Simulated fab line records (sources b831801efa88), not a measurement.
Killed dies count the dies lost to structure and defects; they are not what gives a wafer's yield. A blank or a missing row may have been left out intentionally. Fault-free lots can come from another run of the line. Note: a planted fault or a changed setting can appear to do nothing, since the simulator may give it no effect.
fab line records | flow sky130 | part 1 of 2: steps 1 to 27 of 36
[record] lots = 5 | wafers = 15 | last_day = 50
route steps=708 shown METAL2@504 VIA2@507 METAL3@532 CAPM@537
lots untouched by any fault: they come from a run of this same line in which no faults occurred
start_h: start of the lot's first displayed wafer, in hours after the record's first day | wait_h: hours from the lot's prior step to this one | " same as the row above | L1.1+2: several wafers, shown together as one row | - no value present, or no start provided | * or withheld: withheld | < > ~ a bound
route shown NAME@n: a module of which the file shows steps, and the number in the route of the first | usual: mean/standard deviation of fault-free wafers | same: alike in all rows | chamber/n: place in a boat | sites: each site's reading | _std_site: standard deviation of those values | _edge_site: outer sites' mean less inner sites' | radius_mm: how far each site lies from the wafer's centre | mask NAME#n: copy n | behind: the tool/chamber that last shaped the wafer | hold: reason for holding the lot/hours on hold/outcome of the hold | device: the transistor (n, p or np) that didn't switch | end of line: tests of these same wafers at the route's end | a step with no rows: only its recipe | killed: dies that structure and defects cost at the first sort, which is not the same as the wafer's yield | map: a wafer's dies, marking killed ones x, the rest . and places with no die _
set.NAME: the run value of the setting; set.NAME@STEP: its run value at that earlier step | model.NAME: the simulator's own value behind a step, which no gauge read
lots at selected steps of the route; one table per step, one row per wafer
services: from which hour (start_h, from the record's first day; less than 0 if before it) a tool's chamber was out of use, for how many hours, and why
[[steps]]
[step SKY_METAL2_STRIP_21]
[recipe] chemistry = post_etch_residue_remover | time_s = 1200 | temp_c = 72.5
[usual] bath_guard_temp_C = 72.7/0.59
[same] time_s = 1200
lot.wafer | tool         | chamber | start_h | wait_h | bath_guard_temp_C
L082.1    | wet_bench-02 | 2       | 874.04  | 0.1    | 73.0
L082.4    | "            | 2       | "       | "      | 73.0
L082.6    | "            | 2       | "       | "      | 73.3
L092.2    | wet_bench-04 | 1       | 941.90  | 0.1    | 72.1
L092.4    | "            | 1       | "       | "      | 72.1
L092.6    | "            | 1       | "       | "      | 72.2
L093.1    | wet_bench-04 | 0       | 946.74  | 0.1    | 71.9
L093.2    | "            | 0       | "       | "      | 71.9
L093.6    | "            | 0       | "       | "      | 71.6
L095.4    | wet_bench-02 | 3       | 980.20  | 0.0    | 73.1
L095.5    | "            | 3       | "       | "      | 73.3
L095.6    | "            | 3       | "       | "      | 73.4
L097.1    | wet_bench-02 | 2       | 985.65  | 0.1    | 73.7
L097.4    | "            | 2       | "       | "      | 73.2
L097.5    | "            | 2       | "       | "      | 73.2
[step SKY_METAL2_CLEAN_22]
[recipe] chemistry = IPA | time_s = 180 | temp_c = 25
[same] time_s = 180
lot.wafer  | tool         | chamber | start_h | wait_h
L082.1+4+6 | wet_bench-04 | 0       | 874.41  | 0.0
L092.2+4+6 | wet_bench-02 | 1       | 942.25  | 0.0
L093.1+2+6 | wet_bench-02 | 3       | 947.08  | 0.0
L095.4+5+6 | wet_bench-04 | 1       | 980.58  | 0.0
L097.1+4+5 | wet_bench-04 | 3       | 986.03  | 0.0
[step SKY_METAL2_CLEAN_23]
[recipe] chemistry = O3/DIW | dry = n2_spin
lot.wafer  | tool         | chamber | start_h | wait_h
L082.1+4+6 | wet_bench-02 | 3       | 874.47  | 0.0
L092.2+4+6 | wet_bench-02 | 3       | 942.30  | 0.0
L093.1+2+6 | wet_bench-03 | 2       | 947.14  | 0.0
L095.4+5+6 | wet_bench-03 | 0       | 980.64  | 0.0
L097.1+4+5 | wet_bench-03 | 1       | 986.09  | 0.0
[step SKY_VIA2_HDPCVD_00]
[recipe] material = SiO2 | target_thk_nm = 1180 | sigma_open_frac = 0.3 | time_s = 196.7 | temp_c = 400 | sih4_flow_sccm = 60 | pressure_mtorr = 6
[same] time_s = 196.7
lot.wafer  | tool      | chamber | start_h | wait_h
L082.1+4+6 | hdpcvd-01 | 1,0,1   | 874.57  | 0.0
L092.2+4+6 | hdpcvd-02 | 0,2,0   | 942.40  | 0.0
L093.1+2+6 | hdpcvd-01 | 1,0,1   | 947.24  | 0.0
L095.4+5+6 | hdpcvd-02 | 2,1,0   | 980.80  | 0.1
L097.1+4+5 | hdpcvd-02 | 2,2,0   | 986.19  | 0.0
[step SKY_VIA2_THK_MEAS_01]
[recipe] reads = SiO2_of_VIA2_HDPCVD_00
[usual] VIA2_HDPCVD_THK = 1170/12
lot.wafer | tool          | chamber | start_h | wait_h | VIA2_HDPCVD_THK[nm]
L082.1    | film_metro-04 | -       | 874.70  | 0.1    | 1177
L082.4    | "             | -       | "       | "      | 1167
L082.6    | "             | -       | "       | "      | 1180
L092.2    | film_metro-04 | -       | 942.53  | 0.1    | 1161
L092.4    | "             | -       | "       | "      | 1154
L092.6    | "             | -       | "       | "      | 1165
L093.1    | film_metro-03 | -       | 947.37  | 0.1    | 1163
L093.2    | "             | -       | "       | "      | 1165
L093.6    | "             | -       | "       | "      | 1146
L095.4    | film_metro-03 | -       | 980.90  | 0.0    | 1163
L095.5    | "             | -       | "       | "      | 1167
L095.6    | "             | -       | "       | "      | 1179
L097.1    | film_metro-02 | -       | 986.31  | 0.1    | 1156
L097.4    | "             | -       | "       | "      | 1163
L097.5    | "             | -       | "       | "      | 1165
[step SKY_VIA2_CMP_02]
[recipe] material = SiO2 | down_force_psi = 4 | platen_rpm = 60 | pad_velocity_m_s = 0.94248
[usual] motor_current_A = 12.0/1
lot.wafer | tool   | chamber | start_h | wait_h | motor_current_A
L082.4    | cmp-02 | 1       | 874.86  | 0.1    | 11.5
L082.1    | "      | 2       | "       | "      | 10.7
L082.6    | "      | 0       | "       | "      | 13.8
L092.2    | cmp-02 | 0       | 942.63  | 0.1    | 13.3
L092.4    | "      | 1       | "       | "      | 11.6
L092.6    | "      | 3       | "       | "      | 12.9
L093.1    | cmp-02 | 0       | 947.43  | 0.1    | 13.2
L093.2    | "      | 3       | "       | "      | 11.9
L093.6    | "      | 0       | "       | "      | 13.2
L095.4    | cmp-01 | 0       | 981.03  | 0.1    | 10.4
L095.6    | "      | 2       | "       | "      | 12.6
L095.5    | "      | 3       | "       | "      | 11.2
L097.1    | cmp-01 | 1       | 986.42  | 0.1    | 11.9
L097.4    | "      | 2       | "       | "      | 13.4
L097.5    | "      | 0       | "       | "      | 11.1
[step SKY_VIA2_BOW_MEAS_03]
[recipe] mode = bow
[usual] VIA2_BOW = 87/7.2
lot.wafer | tool          | chamber | start_h | wait_h | VIA2_BOW[um]
L082.1    | film_metro-02 | -       | 875.06  | 0.1    | 83
L082.4    | "             | -       | "       | "      | 90
L082.6    | "             | -       | "       | "      | 89
L092.2    | film_metro-02 | -       | 942.90  | 0.2    | 89
L092.4    | "             | -       | "       | "      | 90
L092.6    | "             | -       | "       | "      | 91
L093.1    | film_metro-02 | -       | 947.73  | 0.2    | 97
L093.2    | "             | -       | "       | "      | 77
L093.6    | "             | -       | "       | "      | 85
L095.4    | film_metro-02 | -       | 981.29  | 0.2    | 91
L095.5    | "             | -       | "       | "      | 77
L095.6    | "             | -       | "       | "      | 87
L097.1    | film_metro-04 | -       | 986.67  | 0.2    | 82
L097.4    | "             | -       | "       | "      | 80
L097.5    | "             | -       | "       | "      | 93
[step SKY_VIA2_DEHYDRATE_04]
[recipe] temp_c = 200 | time_s = 60
[usual] chill_plate_temp_C = 23.00/0.11 | plate_temp_C = 199.99/0.18
[same] time_s = 60
lot.wafer | tool           | chamber | start_h | wait_h | chill_plate_temp_C | plate_temp_C
L082.1    | litho_track-02 | 0       | 886.89  | 11.8   | 22.92              | 199.89
L082.4    | "              | 0       | "       | "      | 22.93              | 200.20
L082.6    | "              | 0       | "       | "      | 23.06              | 200.28
L092.2    | litho_track-04 | 0       | 954.49  | 11.6   | 22.88              | 199.94
L092.4    | "              | 0       | "       | "      | 22.92              | 199.78
L092.6    | "              | 0       | "       | "      | 23.02              | 200.33
L093.1    | litho_track-04 | 0       | 959.01  | 11.3   | 22.97              | 200.00
L093.2    | "              | 0       | "       | "      | 23.04              | 199.70
L093.6    | "              | 0       | "       | "      | 22.89              | 200.08
L095.4    | litho_track-01 | 0       | 991.88  | 10.6   | 23.02              | 199.57
L095.5    | "              | 0       | "       | "      | 23.16              | 199.78
L095.6    | "              | 0       | "       | "      | 23.23              | 199.80
L097.1    | litho_track-01 | 0       | 998.10  | 11.4   | 22.97              | 199.93
L097.4    | "              | 0       | "       | "      | 22.98              | 200.02
L097.5    | "              | 0       | "       | "      | 23.05              | 199.98
[step SKY_VIA2_HMDS_05]
[recipe] prime_time_s = 60 | prime_temp_c = 120
[usual] chill_plate_temp_C = 23.00/0.099
lot.wafer | tool           | chamber | start_h | wait_h | chill_plate_temp_C
L082.1    | litho_track-02 | 0       | 887.04  | 0.1    | 23.02
L082.4    | "              | 0       | "       | "      | 22.93
L082.6    | "              | 0       | "       | "      | 23.08
L092.2    | litho_track-04 | 0       | 954.64  | 0.1    | 22.86
L092.4    | "              | 0       | "       | "      | 22.86
L092.6    | "              | 0       | "       | "      | 22.93
L093.1    | litho_track-04 | 0       | 959.16  | 0.1    | 22.99
L093.2    | "              | 0       | "       | "      | 22.97
L093.6    | "              | 0       | "       | "      | 22.88
L095.4    | litho_track-01 | 0       | 992.03  | 0.1    | 23.09
L095.5    | "              | 0       | "       | "      | 23.05
L095.6    | "              | 0       | "       | "      | 22.99
L097.1    | litho_track-01 | 0       | 998.25  | 0.1    | 23.02
L097.4    | "              | 0       | "       | "      | 22.92
L097.5    | "              | 0       | "       | "      | 22.94
[step SKY_VIA2_COAT_06]
[recipe] resist = BARC | temp_c = withheld | time_s = withheld | spin_rpm = 3000 | resist_thk_nm = 60
[usual] chill_plate_temp_C = * | dispense_pressure_kPa = 53/3.7
lot.wafer | tool           | chamber | start_h | wait_h | chill_plate_temp_C | dispense_pressure_kPa
L082.1    | litho_track-02 | 0       | 887.19  | 0.1    | *                  | 48
L082.4    | "              | 0       | "       | "      | *                  | 48
L082.6    | "              | 0       | "       | "      | *                  | 48
L092.2    | litho_track-04 | 0       | 954.79  | 0.1    | *                  | 51
L092.4    | "              | 0       | "       | "      | *                  | 51
L092.6    | "              | 0       | "       | "      | *                  | 51
L093.1    | litho_track-04 | 0       | 959.31  | 0.1    | *                  | 51
L093.2    | "              | 0       | "       | "      | *                  | 51
L093.6    | "              | 0       | "       | "      | *                  | 51
L095.4    | litho_track-01 | 0       | 992.18  | 0.1    | *                  | 57
L095.5    | "              | 0       | "       | "      | *                  | 57
L095.6    | "              | 0       | "       | "      | *                  | 57
L097.1    | litho_track-01 | 0       | 998.40  | 0.1    | *                  | 57
L097.4    | "              | 0       | "       | "      | *                  | 57
L097.5    | "              | 0       | "       | "      | *                  | 57
[step SKY_VIA2_COAT_07]
[recipe] resist = KrF-thick | spin_rpm = 3000 | resist_thk_nm = 450
[usual] chill_plate_temp_C = 22.99/0.098 | dispense_pressure_kPa = 53/3.7
lot.wafer | tool           | chamber | start_h | wait_h | chill_plate_temp_C | dispense_pressure_kPa
L082.1    | litho_track-02 | 0       | -       | -      | 22.93              | 48
L082.4    | "              | 0       | "       | "      | 22.89              | 48
L082.6    | "              | 0       | "       | "      | 22.94              | 48
L092.2    | litho_track-04 | 0       | -       | -      | 22.93              | 51
L092.4    | "              | 0       | "       | "      | 22.83              | 51
L092.6    | "              | 0       | "       | "      | 22.99              | 51
L093.1    | litho_track-04 | 0       | -       | -      | 22.97              | 51
L093.2    | "              | 0       | "       | "      | 22.81              | 51
L093.6    | "              | 0       | "       | "      | 22.84              | 51
L095.4    | litho_track-01 | 0       | -       | -      | 23.02              | 57
L095.5    | "              | 0       | "       | "      | 23.10              | 57
L095.6    | "              | 0       | "       | "      | 23.06              | 57
L097.1    | litho_track-01 | 0       | -       | -      | 23.08              | 57
L097.4    | "              | 0       | "       | "      | 23.05              | 57
L097.5    | "              | 0       | "       | "      | 23.05              | 57
[step SKY_VIA2_SOFTBAKE_08]
[recipe] temp_c = 100 | time_s = 90 | resist = KrF-thick
[usual] chill_plate_temp_C = 23.01/0.11 | plate_temp_C = 100.00/0.13
[same] time_s = 90
lot.wafer | tool           | chamber | start_h | wait_h | chill_plate_temp_C | plate_temp_C
L082.1    | litho_track-02 | 0       | -       | -      | 22.95              | 100.00
L082.4    | "              | 0       | "       | "      | 22.93              | 100.19
L082.6    | "              | 0       | "       | "      | 22.92              | 99.98
L092.2    | litho_track-04 | 0       | -       | -      | 23.04              | 100.10
L092.4    | "              | 0       | "       | "      | 23.05              | 100.19
L092.6    | "              | 0       | "       | "      | 23.12              | 100.18
L093.1    | litho_track-04 | 0       | -       | -      | 22.89              | 99.98
L093.2    | "              | 0       | "       | "      | 22.97              | 100.14
L093.6    | "              | 0       | "       | "      | 22.94              | 99.99
L095.4    | litho_track-01 | 0       | -       | -      | 23.12              | 100.00
L095.5    | "              | 0       | "       | "      | 23.15              | 100.05
L095.6    | "              | 0       | "       | "      | 23.15              | 100.07
L097.1    | litho_track-01 | 0       | -       | -      | 23.19              | 99.88
L097.4    | "              | 0       | "       | "      | 22.91              | 100.04
L097.5    | "              | 0       | "       | "      | 22.95              | 100.12
[step SKY_VIA2_EXPOSE_09]
[recipe] mask_id = VIM2 | na = 0.8 | source_shape = annular | sigma_inner = 0.55 | sigma_outer = 0.85 | target_cd_nm = 200 | dose_mj = 38
lot.wafer  | tool           | chamber | start_h | wait_h | mask
L082.1+4+6 | krf_scanner-01 | 0       | -       | -      | VIM2#0
L092.2+4+6 | krf_scanner-01 | 0       | -       | -      | VIM2#0
L093.1+2+6 | krf_scanner-02 | 0       | -       | -      | VIM2#0
L095.4+5+6 | krf_scanner-01 | 0       | -       | -      | VIM2#0
L097.1+4+5 | krf_scanner-01 | 0       | -       | -      | VIM2#0
[step SKY_VIA2_PEB_10]
[recipe] peb_temp_c = withheld | peb_time_s = withheld | resist = KrF-thick
[usual] chill_plate_temp_C = *
lot.wafer | tool           | chamber | start_h | wait_h | chill_plate_temp_C
L082.1    | litho_track-04 | 0       | -       | -      | *
L082.4    | "              | 0       | "       | "      | *
L082.6    | "              | 0       | "       | "      | *
L092.2    | litho_track-02 | 0       | -       | -      | *
L092.4    | "              | 0       | "       | "      | *
L092.6    | "              | 0       | "       | "      | *
L093.1    | litho_track-01 | 0       | -       | -      | *
L093.2    | "              | 0       | "       | "      | *
L093.6    | "              | 0       | "       | "      | *
L095.4    | litho_track-01 | 0       | -       | -      | *
L095.5    | "              | 0       | "       | "      | *
L095.6    | "              | 0       | "       | "      | *
L097.1    | litho_track-02 | 0       | -       | -      | *
L097.4    | "              | 0       | "       | "      | *
L097.5    | "              | 0       | "       | "      | *
[step SKY_VIA2_DEVELOP_11]
[recipe] develop_time_s = 60 | resist = KrF-thick | dev_temp_c = 21
[usual] chill_plate_temp_C = 23.00/0.098
lot.wafer | tool           | chamber | start_h | wait_h | chill_plate_temp_C
L082.1    | litho_track-04 | 0       | -       | -      | 23.03
L082.4    | "              | 0       | "       | "      | 23.01
L082.6    | "              | 0       | "       | "      | 23.03
L092.2    | litho_track-02 | 0       | -       | -      | 23.12
L092.4    | "              | 0       | "       | "      | 23.00
L092.6    | "              | 0       | "       | "      | 23.18
L093.1    | litho_track-01 | 0       | -       | -      | 22.96
L093.2    | "              | 0       | "       | "      | 23.05
L093.6    | "              | 0       | "       | "      | 23.02
L095.4    | litho_track-01 | 0       | -       | -      | 22.99
L095.5    | "              | 0       | "       | "      | 23.02
L095.6    | "              | 0       | "       | "      | 23.14
L097.1    | litho_track-02 | 0       | -       | -      | 22.95
L097.4    | "              | 0       | "       | "      | 22.82
L097.5    | "              | 0       | "       | "      | 22.85
[step SKY_VIA2_CD_MEAS_12]
[recipe] target_cd_nm = 200
[usual] cd_nm = 200.0/1.5
lot.wafer | tool      | chamber | start_h | wait_h | cd_nm
L082.1    | cd_sem-02 | -       | 901.16  | -      | 202.9
L082.4    | "         | -       | "       | "      | 201.9
L082.6    | "         | -       | "       | "      | 203.3
L092.2    | cd_sem-01 | -       | 966.61  | -      | 199.4
L092.4    | "         | -       | "       | "      | 198.9
L092.6    | "         | -       | "       | "      | 199.5
L093.1    | cd_sem-02 | -       | 972.60  | -      | 199.3
L093.2    | "         | -       | "       | "      | 198.3
L093.6    | "         | -       | "       | "      | 199.2
L095.4    | cd_sem-01 | -       | 1005.01 | -      | 198.9
L095.5    | "         | -       | "       | "      | 198.5
L095.6    | "         | -       | "       | "      | 197.3
L097.1    | cd_sem-01 | -       | 1009.84 | -      | 199.2
L097.4    | "         | -       | "       | "      | 199.9
L097.5    | "         | -       | "       | "      | 200.0
[step SKY_VIA2_OVL_MEAS_13]
[usual] VIA2_OVL = -3/5
lot.wafer | tool       | chamber | start_h | wait_h | VIA2_OVL[nm]
L082.1    | overlay-01 | -       | 901.28  | 0.1    | 3
L082.4    | "          | -       | "       | "      | 3
L082.6    | "          | -       | "       | "      | 3
L092.2    | overlay-02 | -       | 966.72  | 0.1    | -6
L092.4    | "          | -       | "       | "      | 10
L092.6    | "          | -       | "       | "      | -1
L093.1    | overlay-01 | -       | 972.72  | 0.1    | 3
L093.2    | "          | -       | "       | "      | -4
L093.6    | "          | -       | "       | "      | 2
L095.4    | overlay-02 | -       | 1005.09 | 0.1    | -10
L095.5    | "          | -       | "       | "      | -11
L095.6    | "          | -       | "       | "      | -10
L097.1    | overlay-01 | -       | 1009.96 | 0.1    | -7
L097.4    | "          | -       | "       | "      | -10
L097.5    | "          | -       | "       | "      | -6
[step SKY_VIA2_ETCH_14]
[recipe] chemistry = N2/H2 | target = BARC | ion_energy_ev = 200 | source_w = 500 | bias_w = 100 | pressure_mtorr = 30 | n2_flow_sccm = 100 | h2_flow_sccm = 200 | stop_on = SiO2 | time_s = 45.9 | target_depth_a = 600
[usual] drypump_motor_current_A = 5.6/0.39 | oes_product_au = 0.853/0.0047 | throttle_valve_pct = 13.224/0.009
[same] time_s = 45.9
lot.wafer | tool        | chamber | start_h | wait_h | drypump_motor_current_A | oes_product_au | rf_hours_counter_h | throttle_valve_pct
L082.1    | rie_diel-04 | 3       | 901.32  | 0.0    | 5.3                     | 0.857          | 4                  | 13.199
L082.4    | "           | 2       | "       | "      | 5.7                     | 0.852          | 12                 | 13.215
L082.6    | "           | 1       | "       | "      | 5.6                     | 0.857          | -                  | 13.212
L092.2    | rie_diel-04 | 3       | 966.75  | 0.0    | 5.3                     | 0.857          | 7                  | 13.226
L092.4    | "           | 2       | "       | "      | 5.8                     | 0.852          | 14                 | 13.235
L092.6    | "           | 1       | "       | "      | 5.7                     | 0.854          | -                  | 13.226
L093.1    | rie_diel-02 | 2       | 972.76  | 0.0    | 5.8                     | 0.857          | 21                 | 13.227
L093.2    | "           | 1       | "       | "      | 6.4                     | 0.853          | 19                 | 13.201
L093.6    | "           | 2       | "       | "      | 5.8                     | 0.848          | -                  | 13.209
L095.4    | rie_diel-04 | 0       | 1005.11 | 0.0    | 5.9                     | 0.851          | 13                 | 13.228
L095.5    | "           | 3       | "       | "      | 5.3                     | 0.846          | -                  | 13.217
L095.6    | "           | 2       | "       | "      | 5.7                     | 0.857          | -                  | 13.231
L097.1    | rie_diel-02 | 1       | 1010.00 | 0.0    | 6.5                     | 0.849          | 21                 | 13.227
L097.4    | "           | 0       | "       | "      | 5.0                     | 0.851          | 16                 | 13.245
L097.5    | "           | 1       | "       | "      | 6.4                     | 0.848          | -                  | 13.219
[step SKY_VIA2_ETCH_15]
[recipe] target = SiO2 | chemistry = C4F8/O2/Ar | target_depth_nm = 546 | stop_on = TiN | mask_material = KrF-thick | source_w = 1500 | bias_w = 1200 | pressure_mtorr = 40 | c4f8_flow_sccm = withheld | O2_flow_sccm = 6 | Ar_flow_sccm = 300 | time_s = 84
[usual] oes_product_au = 0.939/0.0049
[same] time_s = 84
lot.wafer | tool        | chamber | start_h | wait_h | oes_product_au | rf_hours_counter_h
L082.1    | rie_diel-04 | 3       | 901.36  | 0.0    | 0.936          | 4
L082.4    | "           | 2       | "       | "      | 0.940          | 12
L082.6    | "           | 1       | "       | "      | 0.940          | -
L092.2    | rie_diel-04 | 3       | 966.79  | 0.0    | 0.944          | 7
L092.4    | "           | 2       | "       | "      | 0.944          | 14
L092.6    | "           | 1       | "       | "      | 0.934          | -
L093.1    | rie_diel-02 | 2       | 972.80  | 0.0    | 0.940          | 21
L093.2    | "           | 1       | "       | "      | 0.944          | 19
L093.6    | "           | 2       | "       | "      | 0.944          | -
L095.4    | rie_diel-04 | 0       | 1005.15 | 0.0    | 0.946          | 13
L095.5    | "           | 3       | "       | "      | 0.937          | -
L095.6    | "           | 2       | "       | "      | 0.936          | -
L097.1    | rie_diel-02 | 1       | 1010.04 | 0.0    | 0.942          | 21
L097.4    | "           | 0       | "       | "      | 0.944          | 16
L097.5    | "           | 1       | "       | "      | 0.936          | -
[step SKY_VIA2_STRIP_16]
[recipe] chemistry = O2/N2 | power_w = 1400 | pressure_mtorr = 1500 | platen_temp_c = withheld | o2_flow_sccm = 3000 | n2_flow_sccm = 300 | overash_fraction = 0.5
[usual] drypump_motor_current_A = 5.88/0.23 | o2_flow_sccm = 3000/8.6 | oes_product_au = 0.398/0.0045 | strip_time_to_endpoint_s = 4.056/0.028
lot.wafer | tool            | chamber | start_h | wait_h | drypump_motor_current_A | o2_flow_sccm | oes_product_au | rf_hours_counter_h | strip_time_to_endpoint_s
L082.1    | plasma_asher-04 | 0       | 901.42  | 0.0    | 5.91                    | 3004         | 0.403          | 77                 | 4.025
L082.4    | "               | 1       | "       | "      | 5.92                    | 2998         | 0.397          | -                  | 4.042
L082.6    | "               | 1       | "       | "      | 5.95                    | 2987         | 0.399          | -                  | 4.071
L092.2    | plasma_asher-04 | 1       | 966.86  | 0.0    | 5.91                    | 3002         | 0.398          | 84                 | 4.021
L092.4    | "               | 0       | "       | "      | 5.91                    | 2995         | 0.395          | -                  | 4.045
L092.6    | "               | 1       | "       | "      | 5.91                    | 2989         | 0.404          | -                  | 4.060
L093.1    | plasma_asher-04 | 1       | 972.86  | 0.0    | 5.95                    | 2997         | 0.403          | 84                 | 4.115
L093.2    | "               | 0       | "       | "      | 5.91                    | 2978         | 0.395          | 84                 | 4.099
L093.6    | "               | 1       | "       | "      | 5.95                    | 2996         | 0.404          | -                  | 4.110
L095.4    | plasma_asher-03 | 1       | 1005.25 | 0.1    | 6.25                    | 3017         | 0.396          | -                  | 4.060
L095.5    | "               | 0       | "       | "      | 5.59                    | 2978         | 0.394          | -                  | 4.030
L095.6    | "               | 1       | "       | "      | 6.26                    | 3006         | 0.390          | -                  | 4.041
L097.1    | plasma_asher-01 | 0       | 1010.11 | 0.0    | 5.66                    | 3002         | 0.391          | 54                 | 4.054
L097.4    | "               | 1       | "       | "      | 5.73                    | 3011         | 0.404          | -                  | 4.036
L097.5    | "               | 1       | "       | "      | 5.73                    | 3009         | 0.408          | -                  | 4.044
[step SKY_VIA2_STRIP_17]
[recipe] chemistry = post_etch_residue_remover | time_s = 1200 | temp_c = 72.5
[usual] bath_guard_temp_C = 72.7/0.57
[same] time_s = 1200
lot.wafer | tool         | chamber | start_h | wait_h | bath_guard_temp_C
L082.1    | wet_bench-03 | 1       | 901.52  | 0.1    | 72.4
L082.4    | "            | 1       | "       | "      | 72.2
L082.6    | "            | 1       | "       | "      | 71.9
L092.2    | wet_bench-02 | 1       | 966.96  | 0.1    | 72.5
L092.4    | "            | 1       | "       | "      | 72.6
L092.6    | "            | 1       | "       | "      | 72.4
L093.1    | wet_bench-02 | 2       | 972.96  | 0.1    | 73.3
L093.2    | "            | 2       | "       | "      | 73.2
L093.6    | "            | 2       | "       | "      | 73.3
L095.4    | wet_bench-03 | 2       | 1005.31 | 0.0    | 73.1
L095.5    | "            | 2       | "       | "      | 73.2
L095.6    | "            | 2       | "       | "      | 72.7
L097.1    | wet_bench-01 | 1       | 1010.21 | 0.1    | 72.5
L097.4    | "            | 1       | "       | "      | 72.5
L097.5    | "            | 1       | "       | "      | 72.9
[step SKY_VIA2_CLEAN_18]
[recipe] chemistry = IPA | time_s = 180 | temp_c = 25
[same] time_s = 180
lot.wafer  | tool         | chamber | start_h | wait_h
L082.1+4+6 | wet_bench-01 | 2       | 901.87  | 0.0
L092.2+4+6 | wet_bench-01 | 1       | 967.30  | 0.0
L093.1+2+6 | wet_bench-01 | 0       | 973.30  | 0.0
L095.4+5+6 | wet_bench-02 | 0       | 1005.65 | 0.0
L097.1+4+5 | wet_bench-02 | 0       | 1010.55 | 0.0
[step SKY_VIA2_CLEAN_19]
[recipe] chemistry = O3/DIW | dry = n2_spin
lot.wafer  | tool         | chamber | start_h | wait_h
L082.1+4+6 | wet_bench-03 | 3       | 901.94  | 0.0
L092.2+4+6 | wet_bench-03 | 3       | 967.36  | 0.0
L093.1+2+6 | wet_bench-02 | 0       | 973.36  | 0.0
L095.4+5+6 | wet_bench-01 | 1       | 1005.78 | 0.0
L097.1+4+5 | wet_bench-02 | 1       | 1010.67 | 0.0
[step SKY_VIA2_SPUTTER_20]
[recipe] material = TiN | target_thk_nm = 20 | chamber_pressure_pa = 5 | power_w = 4000 | time_s = 80
[usual] throttle_valve_pct = 29.8/0.49
[same] time_s = 80
lot.wafer | tool           | chamber | start_h | wait_h | throttle_valve_pct
L082.1    | pvd_sputter-02 | -       | 902.03  | 0.0    | 30.4
L082.4    | "              | -       | "       | "      | 28.9
L082.6    | "              | -       | "       | "      | 29.3
L092.2    | pvd_sputter-02 | -       | 967.46  | 0.0    | 29.8
L092.4    | "              | -       | "       | "      | 29.2
L092.6    | "              | -       | "       | "      | 30.5
L093.1    | pvd_sputter-04 | -       | 973.45  | 0.0    | 30.5
L093.2    | "              | -       | "       | "      | 30.5
L093.6    | "              | -       | "       | "      | 30.5
L095.4    | pvd_sputter-01 | -       | 1005.87 | 0.0    | 28.9
L095.5    | "              | -       | "       | "      | 29.8
L095.6    | "              | -       | "       | "      | 30.3
L097.1    | pvd_sputter-02 | -       | 1010.87 | 0.0    | 29.3
L097.4    | "              | -       | "       | "      | 28.9
L097.5    | "              | -       | "       | "      | 29.6
[step SKY_VIA2_CVD_21]
[recipe] material = W | target_thk_nm = 420 | time_s = 126.4 | temp_c = 400 | pressure_torr = 40
[usual] heater_power_outer_w = 499/44 | heater_power_w = 844/89
[same] time_s = 126.4
lot.wafer | tool     | chamber | start_h | wait_h | heater_power_outer_w | heater_power_w
L082.1    | cvd_w-02 | 0       | 902.09  | 0.0    | 541                  | 930
L082.4    | "        | 0       | "       | "      | 524                  | 918
L082.6    | "        | 0       | "       | "      | 545                  | 907
L092.2    | cvd_w-01 | 1       | 967.52  | 0.0    | 512                  | 918
L092.4    | "        | 0       | "       | "      | 458                  | 747
L092.6    | "        | 0       | "       | "      | 462                  | 758
L093.1    | cvd_w-02 | 1       | 973.51  | 0.0    | 450                  | 746
L093.2    | "        | 0       | "       | "      | 535                  | 898
L093.6    | "        | 0       | "       | "      | 548                  | 930
L095.4    | cvd_w-02 | 0       | 1005.98 | 0.1    | 546                  | 922
L095.5    | "        | 0       | "       | "      | 551                  | 931
L095.6    | "        | 1       | "       | "      | 450                  | 739
L097.1    | cvd_w-02 | 1       | 1010.94 | 0.0    | 435                  | 755
L097.4    | "        | 1       | "       | "      | 447                  | 735
L097.5    | "        | 1       | "       | "      | 449                  | 733
[step SKY_VIA2_RS_MEAS_22]
[recipe] thk_meas_gauge = four-point-probe | reads = W_of_VIA2_CVD_21+TiN_of_VIA2_SPUTTER_20
[usual] VIA2_W_RS = 0.271/0.0051
lot.wafer | tool          | chamber | start_h | wait_h | VIA2_W_RS[ohm/sq]
L082.1    | film_metro-04 | -       | 902.22  | 0.1    | 0.278
L082.4    | "             | -       | "       | "      | 0.279
L082.6    | "             | -       | "       | "      | 0.276
L092.2    | film_metro-03 | -       | 967.67  | 0.1    | 0.271
L092.4    | "             | -       | "       | "      | 0.269
L092.6    | "             | -       | "       | "      | 0.267
L093.1    | film_metro-03 | -       | 973.64  | 0.1    | 0.265
L093.2    | "             | -       | "       | "      | 0.275
L093.6    | "             | -       | "       | "      | 0.276
L095.4    | film_metro-04 | -       | 1006.12 | 0.1    | 0.278
L095.5    | "             | -       | "       | "      | 0.277
L095.6    | "             | -       | "       | "      | 0.267
L097.1    | film_metro-04 | -       | 1011.07 | 0.1    | 0.266
L097.4    | "             | -       | "       | "      | 0.266
L097.5    | "             | -       | "       | "      | 0.264
[step SKY_VIA2_THK_MEAS_23]
[recipe] thk_meas_gauge = xrf | reads = W_of_VIA2_CVD_21
[usual] VIA2_W_THK = 414/9.2
lot.wafer | tool          | chamber | start_h | wait_h | VIA2_W_THK[nm]
L082.1    | film_metro-04 | -       | 902.34  | 0.1    | 412
L082.4    | "             | -       | "       | "      | 408
L082.6    | "             | -       | "       | "      | 411
L092.2    | film_metro-03 | -       | 967.78  | 0.1    | 405
L092.4    | "             | -       | "       | "      | 407
L092.6    | "             | -       | "       | "      | 412
L093.1    | film_metro-03 | -       | 973.76  | 0.1    | 416
L093.2    | "             | -       | "       | "      | 401
L093.6    | "             | -       | "       | "      | 397
L095.4    | film_metro-04 | -       | 1006.21 | 0.1    | 403
L095.5    | "             | -       | "       | "      | 404
L095.6    | "             | -       | "       | "      | 417
L097.1    | film_metro-04 | -       | 1011.19 | 0.1    | 432
L097.4    | "             | -       | "       | "      | 430
L097.5    | "             | -       | "       | "      | 437
